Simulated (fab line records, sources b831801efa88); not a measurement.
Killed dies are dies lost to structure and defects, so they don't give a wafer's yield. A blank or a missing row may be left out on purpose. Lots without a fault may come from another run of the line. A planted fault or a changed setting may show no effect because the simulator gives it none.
Which tool did it? | flow sky130 | 7 lots, 21 wafers sampled, at 2 steps of a route of 708

WHAT THE GAUGES READ, wafer by wafer
SKY_VIA1_THK_MEAS_23: measures by xrf.
lot  | measured     | on            | VIA1_W_THK (nm)
L348 | day 34 18:13 | film_metro-01 | 258 275 262
L350 | day 35 13:33 | film_metro-01 | 273 264 276
L353 | day 36 09:57 | film_metro-01 | 272 264 263
L354 | day 36 12:43 | film_metro-04 | 264 263 277
L362 | day 39 03:52 | film_metro-01 | 268 266 271
L366 | day 40 07:07 | film_metro-03 | 273 274 268
L370 | day 41 18:21 | film_metro-03 | 265 269 266

WHICH TOOL RAN EACH LOT (tool, then ch and the chambers of the sampled wafers, then the start)
lot  | SKY_METAL1_SPUTTER_04
L348 | pvd_sputter-03, day 32 09:25
L350 | pvd_sputter-03, day 33 05:22
L353 | pvd_sputter-03, day 34 01:06
L354 | pvd_sputter-02, day 34 04:27
L362 | pvd_sputter-02, day 36 20:23
L366 | pvd_sputter-02, day 38 01:38
L370 | pvd_sputter-02, day 39 15:01
- SKY_METAL1_SPUTTER_04: material TiN, target thk 70 nm, time 58.3 s.

THE ANSWER, worked out from the rows above alone
Rule: what is usual is taken from the lots themselves. Put in order of their means at a reading, lots are off if they are a third of the lots or fewer, leave a main group of 4 or more, and stand apart from it by a gap of 3 or more times the standard deviation of the main group's means; of several such gaps the widest counts. A main group whose means are all the same, to the digits that the tables above print for the reading, isn't used. A lot without any number at a reading at which 4 lots or more have one is off too. The other lots that the step has rows for count as sound.
No lot is off at any reading shown: from this, nothing can be told.

WHAT THE SIMULATOR HAD PUT IN
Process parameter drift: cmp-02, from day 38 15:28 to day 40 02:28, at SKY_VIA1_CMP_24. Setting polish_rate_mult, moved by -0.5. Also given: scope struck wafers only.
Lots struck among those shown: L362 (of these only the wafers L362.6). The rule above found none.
